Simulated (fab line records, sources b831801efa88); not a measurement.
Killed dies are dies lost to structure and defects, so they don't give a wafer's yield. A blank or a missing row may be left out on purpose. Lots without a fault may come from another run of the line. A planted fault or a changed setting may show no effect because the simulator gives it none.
Which tool did it? | flow gf180mcu | 13 lots, 39 wafers sampled, at 3 steps of a route of 602

WHAT THE GAUGES READ, wafer by wafer
GF_DUAL_GATE_THK_MEAS_03. Usual: DUAL_GATE_OXIDATION_00_THK 10.93 nm, standard deviation 0.22.
lot  | measured     | on            | DUAL_GATE_OXIDATION_00_THK (nm) | flag
L191 | day 7 20:24  | film_metro-01 | 11.08 11.09 11.08               |
L194 | day 8 13:05  | film_metro-01 | 11.13 11.04 11.22               |
L195 | day 8 20:41  | film_metro-01 | 10.89 11.02 11.29               |
L196 | day 9 02:34  | film_metro-02 | 10.75 11.04 11.01               |
L198 | day 9 15:58  | film_metro-02 | 11.32 11.21 11.30               |
L199 | day 9 22:31  | film_metro-01 | 10.92 10.86 10.80               |
L200 | day 10 03:25 | film_metro-03 | 12.52 12.38 12.48               | OFF
L203 | day 11 00:29 | film_metro-02 | 10.67 10.78 10.81               |
L204 | day 11 06:14 | film_metro-01 | 12.75 12.73 12.77               | OFF
L211 | day 13 05:46 | film_metro-01 | 10.64 10.83 10.97               |
L212 | day 13 13:20 | film_metro-02 | 10.57 10.61 10.87               |
L213 | day 14 06:20 | film_metro-01 | 10.59 10.54 10.59               |
L214 | day 14 07:58 | film_metro-01 | 10.86 10.87 10.63               |

GF_V1_OVL_MEAS_15. Usual: V1_OVL 1 nm, standard deviation 5.1.
lot  | measured     | on         | V1_OVL (nm) | flag
L191 | day 18 11:07 | overlay-02 | -6 -9 -7    |
L194 | day 19 07:46 | overlay-02 | 6 7 4       |
L195 | day 20 00:59 | overlay-02 | 4 -1 -1     |
L196 | day 20 04:47 | overlay-01 | -8 -4 -2    |
L198 | day 21 00:43 | overlay-01 | 0 3 2       |
L199 | day 21 07:04 | overlay-02 | -1 -1 -1    |
L200 | day 21 10:47 | overlay-01 | -3 0 -2     |
L203 | day 22 16:04 | overlay-01 | 5 0 0       |
L204 | day 23 00:32 | overlay-01 | 7 5 6       |
L211 | day 25 05:33 | overlay-01 | -3 3 -4     |
L212 | day 25 12:46 | overlay-02 | 10 11 7     |
L213 | day 26 07:40 | overlay-01 | -2 5 3      |
L214 | day 26 09:25 | overlay-01 | -3 -1 7     |

WHICH TOOL RAN EACH LOT (tool, then ch and the chambers of the sampled wafers, then the start)
lot  | GF_DUAL_GATE_OXIDATION_02
L191 | furnace-01 ch 0, day 7 18:58
L194 | furnace-01 ch 0, day 8 11:38
L195 | furnace-01 ch 0, day 8 19:13
L196 | furnace-01 ch 0, day 9 01:07
L198 | furnace-01 ch 0, day 9 14:31
L199 | furnace-01 ch 0, day 9 21:04
L200 | furnace-01 ch 0, day 10 01:56
L203 | furnace-02 ch 0, day 10 23:02
L204 | furnace-01 ch 0, day 11 04:47
L211 | furnace-02 ch 0, day 13 04:19
L212 | furnace-02 ch 0, day 13 11:53
L213 | furnace-02 ch 0, day 14 04:53
L214 | furnace-02 ch 0, day 14 06:31
- GF_DUAL_GATE_OXIDATION_02: stabilise 600 s, purge 300 s, target thk 10.887 nm.

WHAT THE TOOLS THEMSELVES READ (means of the sampled wafers that have a number; where no wafer has one, the mark that the record gives instead)
The record holds no such reading with a usual standard deviation.

THE ANSWER, worked out from the rows above alone
Rule: a lot is off if the mean of its wafers that have a number lies more than 3 standard deviations from the usual mean. A lot without any number at a reading at which 4 lots or more have one is off too. The other lots that the step has rows for count as sound. The gauges are gone through in route order, then the tools' own readings, and for those a lot's mean is taken as printed above. The first step at which some lot is off is used, and at that step the reading that is off furthest; a lot without a number counts as furthest.
Off: L200, L204, at GF_DUAL_GATE_THK_MEAS_03 (DUAL_GATE_OXIDATION_00_THK).
A tool fits if, at a process step before that reading, it ran every lot that is off, and no sound lot after the first of them. The gauges at GF_DUAL_GATE_THK_MEAS_03 are tried like those tools. One fits: furnace-01 at GF_DUAL_GATE_OXIDATION_02. Its last sound lot is L199 (day 9 21:04), its first lot that is off L200 (day 10 01:56): a fault that began between those two fits.

WHAT THE SIMULATOR HAD PUT IN
Process parameter drift: furnace-01, from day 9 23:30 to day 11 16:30, at GF_DUAL_GATE_OXIDATION_02. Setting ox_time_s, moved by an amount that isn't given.
Lots struck among those shown: L200, L204. The rule above found the same.
